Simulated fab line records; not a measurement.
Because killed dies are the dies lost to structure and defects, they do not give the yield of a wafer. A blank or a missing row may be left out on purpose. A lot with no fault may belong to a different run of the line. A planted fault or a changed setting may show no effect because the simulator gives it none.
fab line records	flow sfq-line
record lots=6	wafers=16	last-day=94
route steps=325 shown M7@289 I7@296
lots that met no fault: taken from a fault-free run of the same line
start-h: the number of hours between the record's first day and the start of the first shown wafer of the lot	wait-h: time in hours since the lot's previous step	" same as the row above	L1.1+2: a row that stands for several wafers	- no value present, or no start provided	* or withheld: withheld	< > ~ a bound
route shown NAME@n: a module of which the file shows steps, and the number in the route of the first	usual: mean and standard deviation over wafers with no fault	same: alike in all rows	chamber/n: place in a boat	sites: each site's reading	_std_site: the standard deviation of these	_edge_site: inner sites' mean taken away from outer sites' mean	radius-mm: how far each site lies from the wafer's centre	mask NAME#n: copy n	behind: the last tool/chamber to shape the wafer	hold: cause of the lot's hold/its duration in hours/its outcome	device: whichever transistor did not switch (one of n, p or np)	end of line: the route-end tests of the same wafers	a step given without rows: its recipe and nothing more	killed: dies lost to structure and defects at the first sort, not the wafer's yield	map: dies across one wafer; x = killed, . = not, _ = none there
set.NAME: the setting that was run; set.NAME@STEP: the one run at that earlier step	model.NAME: the simulator's own value behind a step, which no gauge read
lots seen at some steps along the route; tables by step, rows by wafer
services: when a tool's chamber went out of use (start-h, in hours from the record's first day, below 0 if earlier), for how many hours, and the reason
## steps
# step SFQ_TRILAYER_M7_LITHO_PEB_180
# recipe peb-temp-c=115	peb-time-s=60	resist=KrF
# step SFQ_TRILAYER_M7_LITHO_DEVELOP_179
# recipe time-s=60	resist=KrF
# step SFQ_M7_OVL_MEAS_945
# usual M7_OVL=-2/5.1
lot.wafer	tool	chamber	start-h	wait-h	M7_OVL[nm]
L177.2	overlay-02	-	1932.67	0.1	-7
L177.5	"	-	"	"	-10
L177.6	"	-	"	"	-7
L187.4	overlay-01	-	1968.72	0.1	1
L187.6	"	-	"	"	-1
L188.4	overlay-02	-	1972.32	0.1	-2
L188.6	"	-	"	"	3
L194.1	overlay-01	-	2081.01	0.1	-2
L194.4	"	-	"	"	7
L194.6	"	-	"	"	5
L195.1	overlay-01	-	2084.16	0.1	-2
L195.3	"	-	"	"	-3
L195.5	"	-	"	"	-1
L196.4	overlay-01	-	2088.97	0.1	9
L196.5	"	-	"	"	-3
L196.6	"	-	"	"	1
# step SFQ_TRILAYER_M7_BARC_OPEN_METAL_ETCH_229
# recipe mask-material=PR	chemistry=O2	target-depth-nm=125	target=BARC	icp-w=600	bias-w=80	pressure-mtorr=10	time-s=41.7
# step SFQ_TRILAYER_M7_ETCH_METAL_ETCH_180
# recipe target=Nb	stop-on=SiO2	mask-material=PR	chemistry=Cl2/Ar	target-depth-nm=240	icp-w=600	bias-w=80	pressure-mtorr=10	time-s=120
# step SFQ_TRILAYER_M7_STRIP_STRIP_181
# recipe gas=O2	power-w=200	platen-temp-c=40	overash-fraction=0.65	chemistry=O2	pressure-mtorr=50
# usual drypump-motor-current-A=5.8/0.58	oes-product-au=0.997/0.012	platen-temp-c=39.98/0.12
lot.wafer	tool	chamber	start-h	wait-h	drypump-motor-current-A	oes-product-au	platen-temp-c	rf-hours-counter-h
L177.2	rie-metal-03	1	1932.89	0.1	6.5	0.996	39.95	6
L177.5	"	0	"	"	5.1	0.986	39.94	-
L177.6	"	1	"	"	6.5	0.996	40.12	-
L187.4	rie-metal-01	1	1969.13	0.2	5.6	1.018	40.12	-
L187.6	"	0	"	"	5.0	0.980	39.96	-
L188.4	rie-metal-03	1	1972.73	0.2	6.5	1.001	39.94	-
L188.6	"	1	"	"	6.5	1.015	39.98	-
L194.1	rie-metal-02	0	2081.23	0.1	6.3	0.989	39.98	4
L194.4	"	1	"	"	5.9	1.017	39.99	-
L194.6	"	0	"	"	6.3	0.976	40.10	-
L195.1	rie-metal-01	0	2084.38	0.1	5.0	0.983	40.04	51
L195.3	"	1	"	"	5.6	0.999	40.03	-
L195.5	"	1	"	"	5.6	1.000	39.86	-
L196.4	rie-metal-02	0	2089.38	0.2	6.3	0.988	39.87	-
L196.5	"	0	"	"	6.3	0.992	39.99	-
L196.6	"	1	"	"	5.9	1.016	39.95	-
# step SFQ_TRILAYER_M7_STRIP_SOLV_CLEAN_182
# recipe chemistry=NMP	temp-c=70	time-s=600
# step SFQ_TRILAYER_I7_DEP_PECVD_183
# recipe material=SiO2	temp-c=150	time-s=111.11	pressure-torr=2.4	rf-w=183.3	precursor=SiH4/N2O	target-thk-nm=500
# usual heater-power-w=85/15	throttle-valve-pct=24.5/1.5
# same time-s=111.11
lot.wafer	tool	chamber	start-h	wait-h	heater-power-w	throttle-valve-pct
L177.2	pecvd-02	2	1933.66	0.0	101	27.6
L177.5	"	1	"	"	84	24.5
L177.6	"	0	"	"	101	24.2
L187.4	pecvd-02	1	1969.74	0.0	104	24.5
L187.6	"	0	"	"	107	24.2
L188.4	pecvd-04	2	1973.34	0.0	101	24.2
L188.6	"	1	"	"	69	26.5
L194.1	pecvd-04	1	2082.00	0.0	77	26.2
L194.4	"	1	"	"	62	26.5
L194.6	"	2	"	"	106	24.0
L195.1	pecvd-02	1	2085.15	0.0	107	22.7
L195.3	"	0	"	"	109	22.5
L195.5	"	2	"	"	93	23.7
L196.4	pecvd-04	1	2089.99	0.0	76	26.6
L196.5	"	0	"	"	57	25.1
L196.6	"	2	"	"	109	24.1
# step SFQ_TRILAYER_I7_CMP_CMP_184
# recipe material=SiO2	down-force-psi=3	platen-rpm=60	pad-velocity-m-s=0.94248
# usual motor-current-A=10.1/0.73	time-to-endpoint-s=207/9.4
lot.wafer	tool	chamber	start-h	wait-h	motor-current-A	time-to-endpoint-s
L177.2	cmp-01	1	1935.24	1.5	9.6	201
L177.5	"	2	"	"	11.3	207
L177.6	"	3	"	"	8.9	212
L187.4	cmp-01	2	1971.58	1.8	10.7	197
L187.6	"	0	1972.58	2.8	11.3	216
L188.4	cmp-02	1	1976.37	3.0	9.2	199
L188.6	"	3	1977.37	4.0	10.3	202
L194.4	cmp-01	0	2082.58	0.5	11.6	224
L194.1	"	1	"	"	9.9	213
L194.6	"	3	2084.08	2.0	9.5	212
L195.3	cmp-02	1	2085.23	0.0	9.3	199
L195.1	"	3	2086.23	1.0	10.4	200
L195.5	"	1	2087.23	2.0	9.5	201
L196.4	cmp-02	1	2090.53	0.5	9.3	200
L196.6	"	0	2092.03	2.0	10.9	193
L196.5	"	1	"	"	9.4	206
# step SFQ_I7_BOW_MEAS_946
# recipe mode=bow
# usual I7_BOW=8/11
lot.wafer	tool	chamber	start-h	wait-h	I7_BOW[um]
L177.2	film-metro-03	-	1936.76	1.0	3
L177.5	"	-	"	"	-2
L177.6	"	-	"	"	-15
L187.4	film-metro-02	-	1973.64	1.6	-3
L187.6	"	-	"	"	3
L188.4	film-metro-02	-	1978.43	1.6	23
L188.6	"	-	"	"	26
L194.1	film-metro-02	-	2085.08	1.5	15
L194.4	"	-	"	"	20
L194.6	"	-	"	"	14
L195.1	film-metro-04	-	2088.23	1.5	-13
L195.3	"	-	"	"	1
L195.5	"	-	"	"	14
L196.4	film-metro-03	-	2093.09	2.1	3
L196.5	"	-	"	"	-3
L196.6	"	-	"	"	-9
# step SFQ_TRILAYER_I7_METRO_MEASURE_185
# step SFQ_TRILAYER_I7_VIA_LITHO_COAT_192
# recipe resist=BARC	spin-rpm=3000	resist-thk-nm=62
# step SFQ_TRILAYER_I7_VIA_LITHO_COAT_187
# recipe resist=KrF	spin-rpm=3000	resist-thk-nm=650
lot.wafer	tool	chamber	start-h	wait-h	model.KrF_of_TRILAYER_I7_VIA_LITHO_COAT_187.thk-nm
L177.2+6	litho-track-02	0	1938.41	0.2	648
L177.5	"	0	"	"	645.9
L187.4	litho-track-04	0	1975.35	0.2	652.6
L187.6	"	0	"	"	598.8
L188.4	litho-track-04	0	1980.14	0.2	649.3
L188.6	"	0	"	"	598.8
L194.1	litho-track-04	0	2086.70	0.2	648
L194.4	"	0	"	"	651
L194.6	"	0	"	"	649.1
L195.1	litho-track-02	0	2089.85	0.2	647.1
L195.3	"	0	"	"	647.4
L195.5	"	0	"	"	650.9
L196.4	litho-track-04	0	2094.80	0.2	649.3
L196.5	"	0	"	"	650
L196.6	"	0	"	"	649.2
# step SFQ_TRILAYER_I7_VIA_LITHO_SOFTBAKE_191
# recipe temp-c=withheld	time-s=withheld	resist=KrF
# step SFQ_TRILAYER_I7_VIA_LITHO_EXPOSE_188
# recipe mask-id=I7	na=0.6	source-shape=conventional	sigma-outer=0.65	target-cd-nm=1000	dose-mj=21.3
# step SFQ_TRILAYER_I7_VIA_LITHO_PEB_190
# recipe peb-temp-c=115	peb-time-s=60	resist=KrF
# step SFQ_TRILAYER_I7_VIA_LITHO_DEVELOP_189
# recipe time-s=60	resist=KrF
# step SFQ_I7_OVL_MEAS_947
# usual I7_OVL=-1/6.3
lot.wafer	tool	chamber	start-h	wait-h	I7_OVL[nm]
L177.2	overlay-02	-	1940.32	0.1	-6
L177.5	"	-	"	"	-7
L177.6	"	-	"	"	0
L187.4	overlay-02	-	2083.06	0.1	-5
L187.6	"	-	"	"	-7
L188.4	overlay-02	-	2087.86	0.1	-7
L188.6	"	-	"	"	-6
L194.1	overlay-01	-	2167.78	0.1	-8
L194.4	"	-	"	"	0
L194.6	"	-	"	"	-9
L195.1	overlay-01	-	2171.38	0.1	-7
L195.3	"	-	"	"	1
L195.5	"	-	"	"	-5
L196.4	overlay-02	-	2174.99	0.1	10
L196.5	"	-	"	"	4
L196.6	"	-	"	"	7
# step SFQ_TRILAYER_I7_VIA_BARC_OPEN_VIA_ETCH_260
# recipe mask-material=PR	chemistry=O2	target-depth-nm=125	target=BARC	source-w=500	bias-w=80	pressure-mtorr=30	time-s=41.7
# usual drypump-motor-current-A=5.7/0.36	oes-product-au=0.685/0.0045
# same time-s=41.7
lot.wafer	tool	chamber	start-h	wait-h	drypump-motor-current-A	oes-product-au	rf-hours-counter-h
L177.2	rie-diel-04	0	1940.35	0.0	5.0	0.680	14
L177.5	"	2	"	"	5.5	0.678	-
L177.6	"	3	"	"	6.3	0.686	-
L187.4	rie-diel-04	3	2083.08	0.0	6.3	0.687	18
L187.6	"	0	"	"	5.0	0.680	-
L188.4	rie-diel-02	2	2087.88	0.0	5.8	0.693	8
L188.6	"	2	"	"	5.8	0.685	-
L194.1	rie-diel-03	0	2167.81	0.0	6.2	0.682	3
L194.4	"	1	"	"	5.8	0.690	3
L194.6	"	1	"	"	5.8	0.683	-
L195.1	rie-diel-04	3	2171.41	0.0	6.3	0.683	19
L195.3	"	1	"	"	5.6	0.682	19
L195.5	"	1	"	"	5.6	0.681	-
L196.4	rie-diel-02	1	2175.01	0.0	6.1	0.694	3
L196.5	"	2	"	"	5.9	0.680	-
L196.6	"	3	"	"	5.9	0.684	-
# step SFQ_TRILAYER_I7_VIA_ETCH_VIA_ETCH_190
# recipe target=SiO2	stop-on=Nb	mask-material=PR	taper-deg=20	chemistry=CHF3	target-depth-nm=260	source-w=500	bias-w=80	pressure-mtorr=30	time-s=withheld
# usual drypump-motor-current-A=5.8/0.37	oes-product-au=0.851/0.006
lot.wafer	tool	chamber	start-h	wait-h	drypump-motor-current-A	oes-product-au	model.KrF_of_TRILAYER_I7_VIA_LITHO_COAT_187.thk-nm
L177.2	rie-diel-04	0	1940.39	0.0	5.0	0.851	525.6
L177.5	"	2	"	"	5.5	0.841	522.5
L177.6	"	3	"	"	6.2	0.859	523.2
L187.4	rie-diel-04	3	2083.12	0.0	6.3	0.850	529.9
L187.6	"	0	"	"	5.0	0.857	476.2
L188.4	rie-diel-02	2	2087.92	0.0	5.8	0.845	528.8
L188.6	"	2	"	"	5.9	0.853	478.5
L194.1	rie-diel-03	0	2167.85	0.0	6.2	0.856	525.4
L194.4	"	1	"	"	5.8	0.861	529.6
L194.6	"	1	"	"	5.8	0.859	527.8
L195.1	rie-diel-04	3	2171.45	0.0	6.3	0.847	524.5
L195.3	"	1	"	"	5.6	0.844	526
L195.5	"	1	"	"	5.6	0.854	528.7
L196.4	rie-diel-02	1	2175.05	0.0	6.1	0.856	527.1
L196.5	"	2	"	"	5.8	0.841	528.6
L196.6	"	3	"	"	5.8	0.842	524.1
# step SFQ_TRILAYER_I7_VIA_STRIP_STRIP_191
# recipe gas=O2	power-w=200	platen-temp-c=40	overash-fraction=0.65	chemistry=O2	pressure-mtorr=50
# usual drypump-motor-current-A=5.8/0.39	oes-product-au=1.000/0.012	platen-temp-c=39.99/0.11
lot.wafer	tool	chamber	start-h	wait-h	drypump-motor-current-A	oes-product-au	platen-temp-c	rf-hours-counter-h
L177.2	rie-metal-02	0	1940.50	-	6.3	0.989	39.92	114
L177.5	"	0	"	"	6.3	0.990	40.14	-
L177.6	"	1	"	"	5.9	1.018	40.22	-
L187.4	rie-metal-04	1	2083.43	-	5.7	0.992	40.14	-
L187.6	"	1	"	"	5.6	1.014	40.12	-
L188.4	rie-metal-04	0	2088.23	-	6.2	0.996	39.92	-
L188.6	"	1	"	"	5.7	1.016	39.83	-
L194.1	rie-metal-04	0	2167.97	-	6.2	0.985	39.90	94
L194.4	"	0	"	"	6.2	0.988	39.98	-
L194.6	"	0	"	"	6.2	0.990	39.94	-
L195.1	rie-metal-04	1	2171.57	-	5.7	0.983	40.04	46
L195.3	"	0	"	"	6.2	0.986	39.99	-
L195.5	"	0	"	"	6.2	0.986	40.05	-
L196.4	rie-metal-01	1	2175.37	-	5.6	0.993	40.02	-
L196.5	"	1	"	"	5.6	1.000	40.03	-
L196.6	"	0	"	"	5.0	0.982	39.97	-
## services
tool	chamber	start-h	hours	kind
rie-metal-01	-	1920.28	2.8	pm
pecvd-04	2	1928.33	4.2	repair
rie-diel-04	1	1936.58	23.3	repair
rie-diel-04	2	1937.53	2.8	repair
cmp-02	-	1941.72	4.0	pm
cmp-02	-	1956.34	1.0	repair
cmp-01	-	1973.58	5.0	pm
rie-diel-04	-	1984.17	0.6	repair
rie-metal-04	0	1990.47	28.4	repair
rie-diel-02	3	2016.31	9.9	repair
rie-diel-04	1	2017.57	12.4	repair
rie-diel-04	2	2024.38	33.8	repair
rie-metal-04	-	2040.55	1.4	pm
rie-diel-02	0	2042.44	10.5	repair
rie-diel-04	-	2064.58	2.8	pm
rie-metal-04	-	2067.20	1.5	repair
rie-diel-02	0	2074.59	6.3	repair
rie-metal-02	-	2103.61	1.0	repair
rie-diel-04	0	2109.90	3.9	repair
rie-diel-02	-	2111.94	1.3	repair
rie-diel-04	3	2117.94	16.6	repair
rie-diel-02	0	2129.27	2.1	repair
rie-metal-02	-	2140.88	14.6	pm
rie-metal-04	-	2144.75	0.2	repair
## key
first-sign none at tools or gauges
model-effect step=SFQ_TRILAYER_I7_VIA_LITHO_COAT_187	value=KrF_of_TRILAYER_I7_VIA_LITHO_COAT_187.thk-nm	without=650.4	struck=598.8
model-effect step=SFQ_TRILAYER_I7_VIA_ETCH_VIA_ETCH_190	value=KrF_of_TRILAYER_I7_VIA_LITHO_COAT_187.thk-nm	without=529	struck=477.3
met-at SFQ_TRILAYER_I7_VIA_LITHO_COAT_187
struck-wafers L187.6,L188.6
fault kind=process-parameter-drift	tool=litho-track-04	chamber=-	onset-h=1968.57	steps=SFQ_TRILAYER_I7_VIA_LITHO_COAT_187	channel=resist-thk-nm	offset=-51.599	shape=step	end-h=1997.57	scope=struck-wafers-only	acts-in=these-recipes-only	stated=650
